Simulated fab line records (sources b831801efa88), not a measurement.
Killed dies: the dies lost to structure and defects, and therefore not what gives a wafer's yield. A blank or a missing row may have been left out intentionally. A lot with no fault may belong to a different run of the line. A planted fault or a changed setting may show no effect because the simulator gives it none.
8D (eight disciplines) problem report, filled in by code ; flow gf180mcu ; the parts of the form that need people (team, actions taken, sign-off) are left out

== 1. THE PROBLEM ==
chamber_pressure_pa at GF_M2_SPUTTER_00 reads a mean of 2.201 Pa on 6 wafers of 2 lots; wafers without a fault read 2.000 Pa with a standard deviation of 0.0038. Relative to the usual mean, that is a shift of +53 standard deviations.
The step: material Ti, target thk 37.5 nm, time 150 s.
The first sign was on wafer L516.4 at day 21 08:40, on pvd_sputter-04. The record holds 18 wafers of 6 lots with a number at this step. Rule for "out" (also "out of limits"): further than 4 standard deviations from the usual mean. The other wafers with a number count as sound.

== 2. WHAT IT IS, WHAT IT ISN'T ==
question;is;is not
which readings at this step;chamber_pressure_pa;-
which lots;L516, L520;L509, L526, L528, L530
which wafers of those lots;all that have a number;-
read on which tools;pvd_sputter-04;pvd_sputter-01, pvd_sputter-03
when;from day 21 08:40;"up to then (3 sound wafers); but 9 sound wafers of L526, L528, L530 came after"

== 3. THE SUSPECTS, EACH WITH WHAT RULES IT OUT ==
Counting: a tool at any process step up to the reading remains a suspect when it ran all the lots that are out and ran no sound lot after the first of those.
- pvd_sputter-04 at GF_M2_SPUTTER_00 (material Ti, target thk 37.5 nm, time 150 s): ruled out as a lasting fault. Sound lots L526 ran on it after its first lot that is out, L516 (day 21 08:40).
Left after counting: nothing in the record.

== 4. THE CAUSE (what the simulator had put in) ==
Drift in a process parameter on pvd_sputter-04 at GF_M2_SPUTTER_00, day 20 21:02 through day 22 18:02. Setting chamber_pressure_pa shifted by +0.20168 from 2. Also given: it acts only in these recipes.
Counting ruled it out, wrongly.

== 5. THE CHAIN OF EFFECTS, in route order ==
Rows list readings where the struck wafers' mean (over those with a number) sits beyond 3 standard deviations from the usual. Only readings for which the record gives a usual standard deviation are gone through. hours: the time from each lot's start at the first step in this table that gives one to its start at this step, as a median over the lots. sigmas: the change in usual standard deviations.
hours;step;reading;usual;on struck wafers;change;sigmas
0;GF_M2_SPUTTER_00;chamber_pressure_pa;2.000 Pa;2.201;+0.201;+53
Its process steps:
- GF_M2_SPUTTER_00: material Ti, target thk 37.5 nm, time 150 s.

== 6. WHAT WOULD HAVE CAUGHT IT SOONER ==
12 hours passed between the start of the fault at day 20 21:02 and the first reading out of limits in this record, taken at day 21 08:40.
